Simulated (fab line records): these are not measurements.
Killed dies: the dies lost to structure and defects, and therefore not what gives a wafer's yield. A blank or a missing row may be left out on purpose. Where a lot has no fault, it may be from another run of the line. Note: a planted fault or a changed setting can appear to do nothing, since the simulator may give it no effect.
A lot that was struck, set against a sound lot | flow sky130 | 16 steps out of a route of 708
Sound: wafers L633.1, L633.5, L633.6. The struck wafers were L641.2, L641.3, L641.4. The cause is given at the end.
At each step with rows: each side's tool, then ch and its chambers, then its first start. Under that, the readings that differ: sound wafers | struck wafers | difference of the means | sigmas: that difference in standard deviations of wafers without a fault.
alike: readings with means less than 2 such deviations apart, plus words and numbers identical on both sides. not compared: withheld readings, readings lacking a value on some wafer, bounds such as >300 that could conceal the same value, and numbers that have no deviation in the record and whose values overlap.
Wherever a step has rows on one side only, a row that says differs or no value, or a row with sigmas, the two part there. When numbers do not overlap yet have no deviation, they are printed without sigmas and do not part them. A reading that every wafer of one side lacks parts them only if that side has two wafers or more.

first, 8 steps without rows for these wafers: SKY_CONTACT_DEHYDRATE_06 (time 60 s); SKY_CONTACT_HMDS_07 (prime time 60 s); SKY_CONTACT_COAT_08 (resist thk 60 nm); SKY_CONTACT_COAT_09 (resist thk 450 nm); SKY_CONTACT_SOFTBAKE_10 (time 90 s); SKY_CONTACT_EXPOSE_11 (exposes mask CTM1, target cd 170 nm); SKY_CONTACT_PEB_12; SKY_CONTACT_DEVELOP_13 (develop time 60 s).
SKY_CONTACT_CD_MEAS_14: target cd 170 nm.
  sound on cd sem-01 at day 31 20:27; struck on cd sem-01 at day 34 08:04
  alike: cd nm
SKY_CONTACT_OVL_MEAS_15:
  sound on overlay-02 at day 31 20:34; struck on overlay-01 at day 34 08:11
  alike: CONTACT_OVL
SKY_CONTACT_ETCH_16: etches BARC in N2/H2, stops on SiO2, time 45.9 s, target depth 60 nm.
  sound on rie diel-03 ch 1,2,3, day 31 20:37; struck on rie diel-01 ch 0,1,3, day 34 08:13
  alike: bias w, chamber pressure mTorr, drypump motor current A, oes product au, throttle valve pct
  not compared: rf hours counter h
SKY_CONTACT_ETCH_17: etches SiO2 in C4F8/O2/Ar, stops on Si3N4, target depth 340 nm.
  sound on rie diel-03 ch 1,2,3, day 31 20:39; struck on rie diel-01 ch 0,1,3, day 34 08:15
  alike: bias w, chamber pressure mTorr, oes product au
SKY_CONTACT_ETCH_18: etches Si3N4 in CHF3/O2, stops on TiN, time 39 s, target depth 75 nm.
  sound on rie diel-03 ch 1,2,3, day 31 20:00; struck on rie diel-01 ch 0,1,3, day 34 08:00
  no value came back on the struck wafers for any of 6 readings (O2_flow_sccm (sccm), bias w (W) and others); on the sound wafers O2_flow_sccm (sccm) reads 4.974 5.013 5.014
  reading                                        | sound           | struck            | difference | sigmas
  model.KrF-thick_of_CONTACT_COAT_09.thk nm (nm) | 247.1 248 248.1 | 324.7 326.4 327.3 | +78.4      |
  not compared: rf hours counter h
SKY_CONTACT_STRIP_19: strips in O2/N2.
  sound on plasma asher-03 ch 0,1, day 31 20:44; struck on plasma asher-03 ch 0,1, day 34 08:20
  reading                      | sound             | struck            | difference | sigmas
  oes product au (a.u.)        | 0.394 0.382 0.382 | 0.417 0.415 0.424 | +0.033     | +7
  strip time to endpoint s (s) | 3.65 3.68 3.69    | 4.46 4.50 4.52    | +0.82      | +26
  alike: chamber pressure mTorr, drypump motor current A, o2 flow sccm
  not compared: rf hours counter h
then, 1 step without rows for these wafers: SKY_CONTACT_STRIP_20 (strips in post etch residue remover, time 1200 s).
-- the record jumps here: 14 days lie between the struck wafers' starts before and after (it left off in module CONTACT and takes up again in module PAD_OPEN, whose first step shown is number 708 of the route) --
SKY_PAD_OPEN_PROBE_99:
  sound on prober-02 at day 45 22:56; struck on prober-01 at day 47 21:42
  reading            | sound    | struck      | difference | sigmas
  killed at contacts | 21 27 24 | 440 431 429 | +409       | +89
  killed dies        | 82 88 86 | 492 492 492 | +407       | +45
  killed on rim      | 16 15 17 | 96 96 96    | +80        | +22
  alike: killed_at_M0_to_M3, killed_at_M4_up, killed at front end, killed at other, killed open, killed short

## WHERE THEY PART
Earliest at SKY_CONTACT_ETCH_18; latest, in this record, at SKY_PAD_OPEN_PROBE_99.

WHY: what the simulator had put in
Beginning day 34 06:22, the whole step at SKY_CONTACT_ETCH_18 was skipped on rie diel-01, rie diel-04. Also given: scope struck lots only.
